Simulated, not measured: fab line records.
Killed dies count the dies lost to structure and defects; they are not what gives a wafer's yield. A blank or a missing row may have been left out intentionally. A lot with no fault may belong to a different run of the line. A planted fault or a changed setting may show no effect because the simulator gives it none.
fab line records    flow sky130
record lots=13  wafers=39  lastDay=50
route steps=708 shown LI_CONTACT@381 LOCAL_INTERCONNECT@389 CONTACT@406 PAD_OPEN@708
lots with no fault: from the same line, run without faults
startH: the number of hours between the record's first day and the start of the first shown wafer of the lot    waitH: time in hours since the lot's previous step    " same as the row above    L1.1+2: a single row standing in for several wafers    - no value, or no start given    * or withheld: withheld    < > ~ a bound
route shown NAME@n: a module of which the file shows steps, and the number in the route of the first    usual: mean/standard deviation taken from wafers without a fault    same: alike in all rows    chamber/n: place in a boat    sites: the reading at each site    _std_site: the standard deviation of these    _edge_site: the outer-site mean with the inner-site mean subtracted    radiusMm: for every site, how far away it sits from the centre of the wafer    mask NAME#n: copy n    behind: tool/chamber where the wafer was last shaped    hold: what put the lot on hold/how long, in hours/how the hold closed    device: whichever transistor did not switch (one of n, p or np)    end of line: tests run on the same wafers once the route is complete    a step without rows: its recipe alone    killed: dies lost to structure and defects at the first sort, not the wafer's yield    map: per-die view of a wafer (x killed, . not killed, _ where there is no die)
set.NAME: setting as actually run; set.NAME@STEP: the setting as run at that earlier step    model.NAME: the simulator's own value behind a step, which no gauge read
a sample of lots followed through the steps of the route, with each step as a table and each wafer as a row
services: the hour from which a tool's chamber was out of use, counted from the record's first day as startH (under 0 if before that day), plus the number of hours and why
## steps
# step SKY_LI_CONTACT_SPUTTER_19
# recipe material=Ti  targetThkNm=20  chamberPressurePa=5  powerW=2500  substrateTempC=200  timeS=106.37
# usual substrateTempC=199.97/0.16  throttleValvePct=29.9/0.57
lot.wafer  tool           chamber  startH  waitH  substrateTempC  throttleValvePct
L256.1     pvdSputter-02  -        709.09  0.0    199.86          29.7
L256.2     "              -        "       "      199.82          30.0
L256.5     "              -        "       "      200.04          29.8
L257.1     pvdSputter-03  -        711.65  0.0    199.66          29.2
L257.3     "              -        "       "      199.93          29.8
L257.6     "              -        "       "      199.80          29.4
L258.3     pvdSputter-03  -        725.00  0.0    200.02          29.1
L258.4     "              -        "       "      200.14          30.0
L258.5     "              -        "       "      199.97          29.4
L262.3     pvdSputter-03  -        755.83  0.0    199.87          30.0
L262.4     "              -        "       "      199.91          30.9
L262.5     "              -        "       "      199.89          29.9
L263.4     pvdSputter-03  -        763.76  0.0    199.89          30.4
L263.5     "              -        "       "      199.92          30.5
L263.6     "              -        "       "      200.34          29.1
L265.3     pvdSputter-03  -        788.86  0.0    200.23          29.1
L265.4     "              -        "       "      200.16          30.6
L265.6     "              -        "       "      199.72          29.7
L266.1     pvdSputter-02  -        789.74  0.0    199.86          30.1
L266.3     "              -        "       "      200.00          30.1
L266.6     "              -        "       "      199.71          29.8
L269.1     pvdSputter-03  -        809.48  0.0    200.28          29.9
L269.2     "              -        "       "      199.95          29.9
L269.3     "              -        "       "      200.03          30.4
L271.2     pvdSputter-03  -        824.71  0.0    200.14          30.5
L271.3     "              -        "       "      200.11          29.8
L271.4     "              -        "       "      200.08          29.2
L272.2     pvdSputter-03  -        828.88  0.0    199.95          30.0
L272.5     "              -        "       "      200.00          29.8
L272.6     "              -        "       "      199.92          28.8
L274.2     pvdSputter-03  -        839.89  0.0    199.97          29.9
L274.4     "              -        "       "      200.13          29.2
L274.5     "              -        "       "      199.70          30.0
L273.1     pvdSputter-03  -        847.68  0.0    199.95          30.4
L273.4     "              -        "       "      199.87          30.0
L273.5     "              -        "       "      199.81          29.1
L275.1     pvdSputter-02  -        855.04  0.0    199.97          29.9
L275.5     "              -        "       "      199.88          30.0
L275.6     "              -        "       "      199.88          29.9
# step SKY_LOCAL_INTERCONNECT_THK_MEAS_02
# recipe thkMeasGauge=xrf  reads=TiN_of_LOCAL_INTERCONNECT_SPUTTER_00
# usual LOCAL_INTERCONNECT_TIN_THK=100.8/1.1
lot.wafer  tool          chamber  startH  waitH  LOCAL_INTERCONNECT_TIN_THK[nm]
L256.1     filmMetro-01  -        710.03  0.1    101.1
L256.2     "             -        "       "      100.0
L256.5     "             -        "       "      100.9
L257.1     filmMetro-03  -        712.58  0.1    101.3
L257.3     "             -        "       "      100.3
L257.6     "             -        "       "      99.7
L258.3     filmMetro-01  -        725.95  0.1    102.4
L258.4     "             -        "       "      101.9
L258.5     "             -        "       "      102.6
L262.3     filmMetro-02  -        756.77  0.1    103.2
L262.4     "             -        "       "      102.4
L262.5     "             -        "       "      102.1
L263.4     filmMetro-03  -        764.92  0.1    99.8
L263.5     "             -        "       "      99.5
L263.6     "             -        "       "      99.4
L265.3     filmMetro-03  -        789.80  0.1    100.4
L265.4     "             -        "       "      101.4
L265.6     "             -        "       "      100.9
L266.1     filmMetro-01  -        790.67  0.1    98.2
L266.3     "             -        "       "      100.0
L266.6     "             -        "       "      98.7
L269.1     filmMetro-03  -        810.40  0.1    99.4
L269.2     "             -        "       "      98.7
L269.3     "             -        "       "      98.0
L271.2     filmMetro-02  -        825.64  0.1    99.3
L271.3     "             -        "       "      101.1
L271.4     "             -        "       "      100.6
L272.2     filmMetro-01  -        829.81  0.1    102.1
L272.5     "             -        "       "      102.0
L272.6     "             -        "       "      100.7
L274.2     filmMetro-01  -        840.82  0.1    102.3
L274.4     "             -        "       "      101.3
L274.5     "             -        "       "      102.0
L273.1     filmMetro-01  -        848.60  0.1    102.5
L273.4     "             -        "       "      102.9
L273.5     "             -        "       "      100.9
L275.1     filmMetro-03  -        855.96  0.1    101.6
L275.5     "             -        "       "      99.4
L275.6     "             -        "       "      102.1
# step SKY_LOCAL_INTERCONNECT_STRIP_15
# recipe chemistry=O2/N2  powerW=1400  pressureMtorr=1500  platenTempC=withheld  o2FlowSccm=3000  n2FlowSccm=300  overashFraction=0.5
# usual chamberPressureMTorr=1499.9/1.4  drypumpMotorCurrentA=5.7/0.53  oesProductAu=0.427/0.0049  stripTimeToEndpointS=4.719/0.022
lot.wafer  tool            chamber  startH  waitH  chamberPressureMTorr  drypumpMotorCurrentA  oesProductAu  rfHoursCounterH  stripTimeToEndpointS
L256.1     plasmaAsher-03  1        738.55  0.0    1500.5                5.1                   0.429         60               4.702
L256.2     "               0        "       "      1499.0                5.6                   0.424         60               4.677
L256.5     "               1        "       "      1500.9                5.1                   0.426         -                4.690
L257.1     plasmaAsher-02  1        740.34  0.0    1500.1                6.3                   0.415         95               4.722
L257.3     "               0        "       "      1497.4                5.4                   0.435         -                4.720
L257.6     "               1        "       "      1500.5                6.3                   0.429         -                4.710
L258.3     plasmaAsher-04  1        754.08  0.1    1500.7                6.5                   0.424         -                4.704
L258.4     "               0        "       "      1499.5                5.3                   0.434         -                4.728
L258.5     "               1        "       "      1499.4                6.4                   0.427         -                4.724
L262.3     plasmaAsher-04  1        784.08  0.1    1502.3                6.4                   0.427         -                4.729
L262.4     "               0        "       "      1497.6                5.3                   0.422         -                4.726
L262.5     "               0        "       "      1498.1                5.3                   0.430         -                4.750
L263.4     plasmaAsher-03  1        791.83  0.1    1501.3                5.1                   0.425         -                4.719
L263.5     "               0        "       "      1501.6                5.6                   0.426         -                4.739
L263.6     "               1        "       "      1501.9                5.1                   0.418         -                4.747
L265.3     plasmaAsher-02  0        816.37  0.1    -                     -                     -             -                -
L265.4     "               1        "       "      -                     -                     -             -                -
L265.6     "               1        "       "      -                     -                     -             -                -
L266.1     plasmaAsher-02  1        817.03  0.0    -                     -                     -             -                -
L266.3     "               1        "       "      -                     -                     -             -                -
L266.6     "               0        "       "      -                     -                     -             -                -
L269.1     plasmaAsher-03  0        836.70  0.0    1499.3                5.6                   0.422         70               4.718
L269.2     "               1        "       "      1500.2                5.1                   0.433         70               4.663
L269.3     "               1        "       "      1500.7                5.1                   0.420         -                4.721
L271.2     plasmaAsher-03  1        852.40  0.0    1496.5                5.1                   0.429         71               4.682
L271.3     "               1        "       "      1501.7                5.1                   0.435         -                4.696
L271.4     "               0        "       "      1501.2                5.6                   0.427         -                4.714
L272.2     plasmaAsher-04  1        856.24  0.0    1499.8                6.4                   0.414         11               4.704
L272.5     "               0        "       "      1500.8                5.3                   0.429         -                4.745
L272.6     "               1        "       "      1497.3                6.4                   0.423         -                4.701
L274.2     plasmaAsher-02  0        866.80  0.0    1500.0                5.3                   0.427         108              4.749
L274.4     "               0        "       "      1498.7                5.3                   0.426         -                4.744
L274.5     "               1        "       "      1499.7                6.3                   0.437         -                4.715
L273.1     plasmaAsher-03  1        874.35  0.1    1499.5                5.1                   0.430         73               4.733
L273.4     "               1        "       "      1499.6                5.1                   0.432         -                4.708
L273.5     "               1        "       "      1499.6                5.1                   0.426         -                4.722
L275.1     plasmaAsher-02  1        882.40  0.1    1497.0                6.3                   0.429         109              4.696
L275.5     "               1        "       "      1501.8                6.3                   0.425         -                4.687
L275.6     "               0        "       "      1500.3                5.3                   0.425         -                4.712
# step SKY_CONTACT_CVD_00
# recipe material=Si3N4  targetThkNm=75  tempC=400  timeS=withheld  rfW=450
# usual heaterPowerW=763/72
lot.wafer  tool      chamber  startH  waitH  heaterPowerW
L256.1     pecvd-03  1        739.14  0.0    786
L256.2     "         0        "       "      706
L256.5     "         1        "       "      777
L257.1     pecvd-04  0        740.93  0.0    711
L257.3     "         1        "       "      891
L257.6     "         0        "       "      698
L258.3     pecvd-02  1        754.64  0.0    781
L258.4     "         1        "       "      796
L258.5     "         2        "       "      655
L262.3     pecvd-02  1        784.73  0.0    774
L262.4     "         0        "       "      753
L262.5     "         1        "       "      756
L263.4     pecvd-04  0        792.41  0.0    706
L263.5     "         2        "       "      788
L263.6     "         1        "       "      903
L269.1     pecvd-03  1        837.29  0.0    702
L269.2     "         2        "       "      724
L269.3     "         0        "       "      774
L271.2     pecvd-03  1        853.07  0.0    804
L271.3     "         1        "       "      795
L271.4     "         0        "       "      664
L272.2     pecvd-03  0        856.90  0.0    727
L272.5     "         0        "       "      737
L272.6     "         2        "       "      736
L274.2     pecvd-04  2        867.39  0.0    751
L274.4     "         1        "       "      827
L274.5     "         0        "       "      679
L273.1     pecvd-04  2        874.95  0.0    840
L273.4     "         0        "       "      797
L273.5     "         1        "       "      857
L275.1     pecvd-02  0        883.00  0.0    797
L275.5     "         2        "       "      698
L275.6     "         0        "       "      809
# step SKY_PAD_OPEN_PROBE_99
# usual killed_at_M0_to_M3=43/7.1  killed_at_M4_up=3.2/1.7  killedAtContacts=24/5.6  killedAtFrontEnd=16/5  killedAtOther=0.4/0.68  killedDies=86/9.3  killedOnRim=17/3.8  killedOpen=47/7.1  killedShort=39/5.7
# same grossDies=492  killedAtBackSide=0
lot.wafer  tool       chamber  startH   waitH  killed_at_M0_to_M3  killed_at_M4_up  killedAtContacts  killedAtFrontEnd  killedAtOther  killedDies  killedOnRim  killedOpen  killedShort
L256.1     prober-02  -        1099.20  0.1    33                  1                18                25                0              77          18           46          31
L256.2     prober-02  -        1099.25  0.1    50                  2                22                10                1              85          16           50          34
L256.5     prober-02  -        1099.40  0.2    42                  2                20                15                0              79          11           42          37
L257.1     prober-01  -        1102.40  0.1    41                  5                18                15                1              80          21           39          39
L257.3     prober-01  -        1102.50  0.2    39                  2                12                19                0              72          13           34          37
L257.6     prober-01  -        1102.65  0.2    44                  7                26                10                0              87          21           44          43
L258.3     prober-02  -        1111.19  0.2    34                  3                19                22                1              79          17           41          37
L258.4     prober-02  -        1111.24  0.2    31                  4                29                23                0              87          19           34          53
L258.5     prober-02  -        1111.29  0.2    36                  5                21                18                1              81          12           39          41
L262.3     prober-02  -        1135.30  0.2    41                  2                26                10                0              79          13           41          38
L262.4     prober-02  -        1135.35  0.2    58                  2                15                14                1              90          15           56          33
L262.5     prober-02  -        1135.40  0.2    43                  3                24                9                 0              79          21           50          29
L263.4     prober-01  -        1140.06  0.2    55                  4                19                8                 0              86          16           48          37
L263.5     prober-01  -        1140.11  0.2    47                  2                26                10                1              86          14           53          33
L263.6     prober-01  -        1140.16  0.2    45                  4                31                9                 1              90          21           45          44
L265.3     prober-01  -        1154.39  0.2    54                  6                420               12                0              492         96           38          43
L265.4     prober-01  -        1154.44  0.2    36                  4                444               8                 0              492         96           33          27
L265.6     prober-01  -        1154.54  0.2    32                  5                438               17                0              492         96           37          31
L266.1     prober-02  -        1155.63  0.1    47                  7                429               9                 0              492         96           36          48
L266.3     prober-02  -        1155.73  0.2    47                  1                426               18                0              492         96           60          33
L266.6     prober-02  -        1155.88  0.2    37                  4                428               21                2              492         96           56          39
L269.1     prober-02  -        1169.09  0.1    42                  2                27                17                0              88          18           49          39
L269.2     prober-02  -        1169.14  0.1    38                  4                28                17                1              88          16           52          35
L269.3     prober-02  -        1169.19  0.2    46                  3                25                10                0              84          18           43          41
L271.2     prober-01  -        1180.54  0.1    56                  4                24                17                0              101         19           56          44
L271.3     prober-01  -        1180.59  0.2    39                  2                29                15                0              85          14           49          36
L271.4     prober-01  -        1180.64  0.2    39                  3                30                10                1              83          16           44          39
L272.2     prober-02  -        1182.16  0.1    49                  2                29                14                0              94          14           51          42
L272.5     prober-02  -        1182.31  0.2    43                  5                23                29                0              100         17           58          42
L272.6     prober-02  -        1182.36  0.2    36                  5                27                20                0              88          20           46          41
L274.2     prober-01  -        1192.00  0.1    49                  3                22                19                0              93          12           49          44
L274.4     prober-01  -        1192.10  0.2    39                  2                20                13                0              74          12           44          30
L274.5     prober-01  -        1192.15  0.2    48                  5                26                13                0              92          22           51          40
L273.1     prober-02  -        1193.78  0.1    32                  2                33                12                0              79          20           47          32
L273.4     prober-02  -        1193.93  0.2    36                  3                29                23                0              91          19           46          45
L273.5     prober-02  -        1193.98  0.2    53                  2                26                11                0              92          14           47          45
L275.1     prober-02  -        1201.82  0.1    42                  1                13                20                0              76          17           37          39
L275.5     prober-02  -        1202.02  0.2    35                  4                27                14                0              80          16           45          35
L275.6     prober-02  -        1202.07  0.2    58                  4                20                14                0              96          24           58          38
# killed by level:class
L256.1 CONTACT:geometricParticle:open=10 VIA1:geometricParticle:open=8 FIELD_ISO:geometricParticle:short=7 FIELD_ISO:geometricParticle:open=5 VIA3:geometricParticle:open=5 POLY_GATE:geometricParticle:open=4 LI_CONTACT:geometricParticle:open=4 METAL1:geometricParticle:short=4
L256.2 VIA3:geometricParticle:open=13 CONTACT:geometricParticle:open=8 METAL2:geometricParticle:short=8 VIA1:geometricParticle:open=8 LI_CONTACT:geometricParticle:open=6 VIA2:geometricParticle:open=6 LOCAL_INTERCONNECT:geometricParticle:short=5 METAL1:geometricParticle:short=4
L256.5 VIA1:geometricParticle:open=13 FIELD_ISO:geometricParticle:short=6 CONTACT:geometricParticle:open=6 VIA2:geometricParticle:open=6 VIA3:geometricParticle:open=6 LI_CONTACT:geometricParticle:open=5 LOCAL_INTERCONNECT:geometricParticle:short=5 POLY_GATE:geometricParticle:short=4
L257.1 CONTACT:geometricParticle:open=8 LI_CONTACT:geometricParticle:open=6 VIA1:geometricParticle:open=6 VIA3:geometricParticle:open=6 FIELD_ISO:geometricParticle:short=5 POLY_GATE:geometricParticle:short=5 METAL1:geometricParticle:short=5 VIA1:geometricParticle:short=5
L257.3 VIA1:geometricParticle:open=10 POLY_GATE:geometricParticle:short=7 VIA3:geometricParticle:open=7 METAL1:geometricParticle:short=6 METAL2:geometricParticle:short=4 FIELD_ISO:geometricParticle:open=3 POLY_GATE:geometricParticle:open=3 LOCAL_INTERCONNECT:geometricParticle:short=3
L257.6 VIA1:geometricParticle:short=12 CONTACT:geometricParticle:open=10 VIA2:geometricParticle:open=8 VIA1:geometricParticle:open=8 LI_CONTACT:geometricParticle:open=5 CONTACT:geometricParticle:short=4 METAL4:geometricParticle:short=4 FIELD_ISO:geometricParticle:open=3
L258.3 CONTACT:geometricParticle:open=8 VIA1:geometricParticle:open=7 VIA1:geometricParticle:short=7 FIELD_ISO:geometricParticle:short=6 VIA2:geometricParticle:open=5 LI_CONTACT:geometricParticle:open=4 METAL2:geometricParticle:short=4 POLY_GATE:geometricParticle:open=3
L258.4 LI_CONTACT:geometricParticle:open=7 METAL1:geometricParticle:short=6 FIELD_ISO:geometricParticle:short=6 LI_CONTACT:geometricParticle:short=6 CONTACT:geometricParticle:short=6 CONTACT:geometricParticle:open=6 FIELD_ISO:geometricParticle:open=5 SPACER:geometricParticle:short=4
L258.5 VIA1:geometricParticle:open=12 LI_CONTACT:geometricParticle:open=7 METAL2:geometricParticle:short=7 METAL1:geometricParticle:short=6 POLY_GATE:geometricParticle:short=5 POLY_GATE:geometricParticle:open=5 LOCAL_INTERCONNECT:geometricParticle:short=5 FIELD_ISO:geometricParticle:open=4
L262.3 VIA1:geometricParticle:open=9 VIA2:geometricParticle:open=8 CONTACT:geometricParticle:open=7 LI_CONTACT:geometricParticle:open=7 LOCAL_INTERCONNECT:geometricParticle:short=6 METAL1:geometricParticle:short=5 VIA1:geometricParticle:short=5 LI_CONTACT:geometricParticle:short=4
L262.4 VIA2:geometricParticle:open=12 VIA1:geometricParticle:open=9 VIA3:geometricParticle:open=8 CONTACT:geometricParticle:open=7 FIELD_ISO:geometricParticle:open=6 VIA2:geometricParticle:short=6 METAL1:geometricParticle:short=4 VIA1:geometricParticle:short=4
L262.5 CONTACT:geometricParticle:open=11 VIA2:geometricParticle:open=9 VIA1:geometricParticle:open=6 VIA3:geometricParticle:open=6 METAL2:geometricParticle:short=5 FIELD_ISO:geometricParticle:open=4 LI_CONTACT:geometricParticle:open=4 METAL1:geometricParticle:short=4
L263.4 VIA1:geometricParticle:open=15 CONTACT:geometricParticle:open=8 VIA3:geometricParticle:open=7 VIA2:geometricParticle:open=6 LI_CONTACT:geometricParticle:open=5 VIA1:geometricParticle:short=5 VIA3:geometricParticle:short=5 LI_CONTACT:geometricParticle:short=4
L263.5 VIA1:geometricParticle:open=14 CONTACT:geometricParticle:open=10 LI_CONTACT:geometricParticle:open=9 VIA2:geometricParticle:open=6 METAL1:geometricParticle:short=5 METAL2:geometricParticle:short=4 VIA3:geometricParticle:short=4 VIA3:geometricParticle:open=4
L263.6 VIA1:geometricParticle:open=12 LI_CONTACT:geometricParticle:open=9 CONTACT:geometricParticle:open=9 METAL1:geometricParticle:short=6 VIA1:geometricParticle:short=6 VIA2:geometricParticle:short=5 CONTACT:geometricParticle:short=4 VIA2:geometricParticle:open=4
L265.3 CONTACT:areaCvd=411 VIA3:geometricParticle:open=11 METAL2:geometricParticle:short=8 METAL1:geometricParticle:short=7 VIA3:geometricParticle:short=6 VIA1:geometricParticle:open=5 POLY_GATE:geometricParticle:short=5 VIA2:geometricParticle:open=5
L265.4 CONTACT:areaCvd=432 VIA1:geometricParticle:open=6 VIA2:geometricParticle:open=5 VIA3:geometricParticle:open=5 CONTACT:geometricParticle:open=4 VIA1:geometricParticle:short=4 FIELD_ISO:geometricParticle:short=3 FIELD_ISO:geometricParticle:open=3
L265.6 CONTACT:areaCvd=424 VIA1:geometricParticle:open=9 POLY_GATE:geometricParticle:short=5 CONTACT:geometricParticle:open=5 METAL1:geometricParticle:short=4 VIA1:geometricParticle:short=4 METAL2:geometricParticle:short=4 VIA2:geometricParticle:open=4
L266.1 CONTACT:areaCvd=408 VIA1:geometricParticle:short=11 VIA1:geometricParticle:open=9 VIA2:geometricParticle:open=6 CONTACT:geometricParticle:open=6 CONTACT:geometricParticle:short=5 METAL2:geometricParticle:short=5 LI_CONTACT:geometricParticle:open=4
L266.3 CONTACT:areaCvd=399 CONTACT:geometricParticle:open=12 VIA1:geometricParticle:open=11 LI_CONTACT:geometricParticle:open=9 VIA2:geometricParticle:open=8 FIELD_ISO:geometricParticle:open=5 VIA2:geometricParticle:short=5 POLY_GATE:geometricParticle:open=4
L266.6 CONTACT:areaCvd=396 CONTACT:geometricParticle:open=11 VIA1:geometricParticle:open=10 LI_CONTACT:geometricParticle:open=9 CONTACT:geometricParticle:short=8 POLY_GATE:geometricParticle:open=6 VIA2:geometricParticle:open=5 VIA3:geometricParticle:open=5
L269.1 CONTACT:geometricParticle:open=8 VIA1:geometricParticle:open=8 LI_CONTACT:geometricParticle:open=7 FIELD_ISO:geometricParticle:short=6 VIA2:geometricParticle:open=5 METAL2:geometricParticle:open=5 VIA3:geometricParticle:open=5 POLY_GATE:geometricParticle:open=4
L269.2 CONTACT:geometricParticle:open=10 LI_CONTACT:geometricParticle:open=8 VIA1:geometricParticle:short=8 VIA2:geometricParticle:open=7 METAL2:geometricParticle:short=6 VIA3:geometricParticle:open=5 POLY_GATE:geometricParticle:short=4 POLY_GATE:geometricParticle:open=4
L269.3 METAL1:geometricParticle:short=11 LI_CONTACT:geometricParticle:open=10 VIA2:geometricParticle:open=8 CONTACT:geometricParticle:open=6 CONTACT:geometricParticle:short=6 VIA1:geometricParticle:open=6 POLY_GATE:geometricParticle:short=4 VIA3:geometricParticle:short=4
L271.2 VIA1:geometricParticle:open=19 LI_CONTACT:geometricParticle:open=7 VIA1:geometricParticle:short=7 LOCAL_INTERCONNECT:geometricParticle:short=6 CONTACT:geometricParticle:open=6 VIA2:geometricParticle:open=6 VIA3:geometricParticle:open=6 METAL3:geometricParticle:short=6
L271.3 LI_CONTACT:geometricParticle:open=12 VIA1:geometricParticle:open=7 METAL1:geometricParticle:short=7 CONTACT:geometricParticle:open=7 VIA2:geometricParticle:open=7 FIELD_ISO:geometricParticle:short=5 VIA3:geometricParticle:open=5 CONTACT:geometricParticle:short=4
L271.4 VIA1:geometricParticle:open=8 VIA2:geometricParticle:open=7 LI_CONTACT:geometricParticle:open=7 LOCAL_INTERCONNECT:geometricParticle:short=6 CONTACT:geometricParticle:short=6 METAL1:geometricParticle:short=6 CONTACT:geometricParticle:open=5 VIA3:geometricParticle:open=5
L272.2 VIA1:geometricParticle:open=14 LI_CONTACT:geometricParticle:open=9 CONTACT:geometricParticle:open=9 LOCAL_INTERCONNECT:geometricParticle:short=7 METAL2:geometricParticle:short=6 METAL1:geometricParticle:short=6 VIA1:geometricParticle:short=6 FIELD_ISO:geometricParticle:short=5
L272.5 VIA1:geometricParticle:open=12 CONTACT:geometricParticle:open=11 VIA2:geometricParticle:open=9 POLY_GATE:geometricParticle:short=6 FIELD_ISO:geometricParticle:open=5 POLY_GATE:geometricParticle:open=5 LI_CONTACT:geometricParticle:open=5 METAL2:geometricParticle:short=5
L272.6 CONTACT:geometricParticle:open=10 VIA1:geometricParticle:open=8 VIA1:geometricParticle:short=7 LOCAL_INTERCONNECT:geometricParticle:short=7 FIELD_ISO:geometricParticle:short=5 VIA2:geometricParticle:open=5 FIELD_ISO:geometricParticle:open=4 VIA3:geometricParticle:open=4
L274.2 VIA3:geometricParticle:open=10 VIA2:geometricParticle:open=8 FIELD_ISO:geometricParticle:short=7 LI_CONTACT:geometricParticle:open=7 CONTACT:geometricParticle:open=7 METAL1:geometricParticle:short=6 VIA1:geometricParticle:open=5 VIA3:geometricParticle:short=5
L274.4 CONTACT:geometricParticle:open=12 VIA1:geometricParticle:open=6 VIA2:geometricParticle:open=6 FIELD_ISO:geometricParticle:open=4 METAL2:geometricParticle:short=4 VIA2:geometricParticle:short=4 VIA3:geometricParticle:open=4 CONTACT:geometricParticle:short=3
L274.5 VIA1:geometricParticle:open=17 CONTACT:geometricParticle:open=8 LI_CONTACT:geometricParticle:open=6 METAL3:geometricParticle:short=6 CONTACT:geometricParticle:short=5 METAL1:geometricParticle:short=5 VIA1:geometricParticle:short=5 LOCAL_INTERCONNECT:geometricParticle:short=4
L273.1 CONTACT:geometricParticle:open=13 VIA3:geometricParticle:open=8 LI_CONTACT:geometricParticle:open=6 VIA2:geometricParticle:open=5 FIELD_ISO:geometricParticle:short=4 LOCAL_INTERCONNECT:geometricParticle:short=4 CONTACT:geometricParticle:short=4 VIA1:geometricParticle:open=4
L273.4 CONTACT:geometricParticle:open=11 METAL2:geometricParticle:short=8 VIA3:geometricParticle:open=8 FIELD_ISO:geometricParticle:short=7 VIA1:geometricParticle:open=7 CONTACT:geometricParticle:short=6 LI_CONTACT:geometricParticle:open=6 VIA1:geometricParticle:short=6
L273.5 METAL2:geometricParticle:short=13 VIA1:geometricParticle:open=11 LI_CONTACT:geometricParticle:open=10 VIA2:geometricParticle:open=10 CONTACT:geometricParticle:open=5 CONTACT:geometricParticle:short=5 FIELD_ISO:geometricParticle:short=4 VIA3:geometricParticle:short=3
L275.1 VIA3:geometricParticle:open=10 METAL3:geometricParticle:short=7 METAL1:geometricParticle:short=6 CONTACT:geometricParticle:open=6 VIA1:geometricParticle:short=5 FIELD_ISO:geometricParticle:short=4 POLY_GATE:geometricParticle:open=4 VIA2:geometricParticle:open=4
L275.5 LI_CONTACT:geometricParticle:open=12 VIA3:geometricParticle:open=7 CONTACT:geometricParticle:short=6 POLY_GATE:geometricParticle:open=5 VIA1:geometricParticle:open=5 VIA2:geometricParticle:open=5 FIELD_ISO:geometricParticle:short=4 METAL2:geometricParticle:short=4
L275.6 VIA1:geometricParticle:open=14 VIA3:geometricParticle:open=12 LI_CONTACT:geometricParticle:open=7 CONTACT:geometricParticle:open=7 VIA2:geometricParticle:open=6 METAL2:geometricParticle:short=6 FIELD_ISO:geometricParticle:open=5 METAL3:geometricParticle:short=5
## services
tool            chamber  startH  hours  kind
pecvd-03        2        686.94  2.1    scheduledDown
pecvd-04        1        696.55  2.1    scheduledDown
plasmaAsher-04  -        733.75  9.0    pm
plasmaAsher-04  0        733.75  9.0    ventCycle
plasmaAsher-04  1        733.75  9.0    ventCycle
plasmaAsher-04  -        742.75  2.8    pm
pecvd-04        1        766.10  1.8    repair
pvdSputter-02   -        777.74  1.8    repair
pecvd-04        2        778.83  2.1    scheduledDown
pecvd-03        -        787.05  0.5    repair
plasmaAsher-02  -        797.85  5.8    repair
pecvd-04        1        800.30  3.6    repair
pvdSputter-03   3        803.92  -      consumableReplace:kit
pvdSputter-03   3        803.92  18.0   scheduledDown
pvdSputter-03   3        803.92  18.0   ventCycle
pecvd-03        -        810.04  0.6    repair
pvdSputter-02   -        831.83  20.9   repair
pvdSputter-02   -        839.97  14.8   repair
plasmaAsher-03  -        840.00  4.4    repair
plasmaAsher-04  -        841.65  2.1    repair
pecvd-03        2        851.26  4.4    repair
pecvd-03        0        876.01  5.0    scheduledDown
pvdSputter-03   -        878.35  8.0    repair
plasmaAsher-03  -        880.70  2.3    repair
## key
firstSign step=SKY_LOCAL_INTERCONNECT_STRIP_15  reading=toolRecord  direction=missing
effect step=SKY_PAD_OPEN_PROBE_99  reading=killedAtContacts  direction=up  sigmas=73  usual=24  struck=431
moreKillsBornAt SKY_CONTACT_CVD_00@pecvd-04=1267  SKY_CONTACT_CVD_00@pecvd-03=1203
metAt SKY_LOCAL_INTERCONNECT_STRIP_15
struckLots L265,L266
laterRowsLeftOut L265.3,L265.4,L265.6,L266.1,L266.3,L266.6
testerLeftOut L265,L266
notActingAt SKY_LI_CONTACT_SPUTTER_19,SKY_LOCAL_INTERCONNECT_THK_MEAS_02,SKY_CONTACT_CVD_00
onsetBetween 740.34 816.37
fault kind=skippedStepWhole  tool=plasmaAsher-02  chamber=-  onsetH=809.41  steps=SKY_LOCAL_INTERCONNECT_STRIP_15  scope=struckLotsOnly
# testerLeftOut: of these lots the tester's yield and bins aren't shown, on N5 and GAA mostly nor the transistor test; their killed dies are dies lost to structure and defects alone, not to doping, threshold or leakage, so they don't give the yield
# laterRowsLeftOut: the simulator's readings of these wafers behind a module that went badly wrong aren't trusted and aren't shown, but for the sort
